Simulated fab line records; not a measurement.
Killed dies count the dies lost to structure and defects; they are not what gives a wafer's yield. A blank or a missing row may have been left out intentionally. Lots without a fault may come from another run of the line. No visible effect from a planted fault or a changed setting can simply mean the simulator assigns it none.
Problem report in the 8D (eight disciplines) form, filled by code / flow sky130 / the parts of the form that need people (team, actions taken, sign-off) are left out

== 1. THE ISSUE ==
doseIonsCm2 at SKY_LDD_N_IMPLANT_09 reads a mean of 3.210e+13 on 6 wafers of 2 lots; wafers without a fault read 7.501e+13 with a standard deviation of 7.1e+10. So: -99 or more standard deviations from the usual mean.
The first sign was on wafer L548.3 at day 20 09:59, on implanter-02. The record has a number at this step for 33 wafers belonging to 11 lots. By rule, "out" or "out of limits" means more than 4 standard deviations away from the usual mean. The rest of the wafers with a number are treated as sound.

== 2. WHAT IT IS, AND WHAT IT ISN'T ==
question=which readings at this step | is=doseIonsCm2, faradayCurrentUA | is not=-
question=which lots | is=L548, L551 | is not=L544, L547, L549, L559, L561, L562, L563, L565, L566
question=which wafers of those lots | is=all that have a number | is not=-
question=read on which tools | is=implanter-02 | is not=implanter-01, implanter-04
question=when | is=from day 20 09:59 | is not=up to then (6 sound wafers); but 21 sound wafers of L549, L559, L561, L562, L563, L565, L566 came after

== 3. SUSPECTS, AND WHAT RULES EACH OUT ==
Counting: any tool at a process step up to the reading is kept as a suspect provided that every lot that is out went through it and no sound lot did after the first of them.
- implanter-02 at SKY_LDD_N_IMPLANT_09: ruled out as a lasting fault. The sound lots L561, L562, L563 went through it after L548, its earliest lot that is out (day 20 09:59).
Left after counting: nothing in the record.

== 4. THE CAUSE (what the simulator had put in) ==
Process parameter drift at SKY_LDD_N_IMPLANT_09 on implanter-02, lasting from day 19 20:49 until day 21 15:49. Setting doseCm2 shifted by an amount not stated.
Counting ruled it out, wrongly.

== 5. SEQUENCE OF EFFECTS, ordered by route ==
Each row: a reading whose mean over the struck wafers that have a number lies more than 3 standard deviations from the usual. Readings are gone through only where the record gives a usual standard deviation; hours: the median, over the lots, of the time from a lot's start at the first step in this table giving one to that lot's start at this step; sigmas: the change measured in usual standard deviations.
hours=0; step=SKY_LDD_N_IMPLANT_09; reading=doseIonsCm2; usual=7.501e+13; on struck wafers=3.210e+13; change=-4.292e+13; sigmas=-99 or more
hours=0; step=SKY_LDD_N_IMPLANT_09; reading=faradayCurrentUA; usual=422; on struck wafers=182; change=-240; sigmas=-27
hours=1; step=SKY_LDD_N_STRIP_16; reading=stripTimeToEndpointS; usual=4.314 s; on struck wafers=4.197; change=-0.117; sigmas=-7.3
hours=1; step=SKY_LDD_N_TW_MEAS_17; reading=LDD_N_TW; usual=2551; on struck wafers=2460; change=-91; sigmas=-3.4
Here are the process steps it includes:
- SKY_LDD_N_IMPLANT_09
- SKY_LDD_N_STRIP_16: strips in O2/N2.
At these later measuring or inspecting steps, every struck wafer for which the step has a row has a number for every such reading, and none has moved that far: SKY_LDD_P_CD_MEAS_07, SKY_LDD_P_TW_MEAS_11.

== 6. HOW IT WOULD HAVE BEEN CAUGHT EARLIER ==
First out-of-limits reading in this record: day 20 09:59, which is 13 hours after fault onset at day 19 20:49.
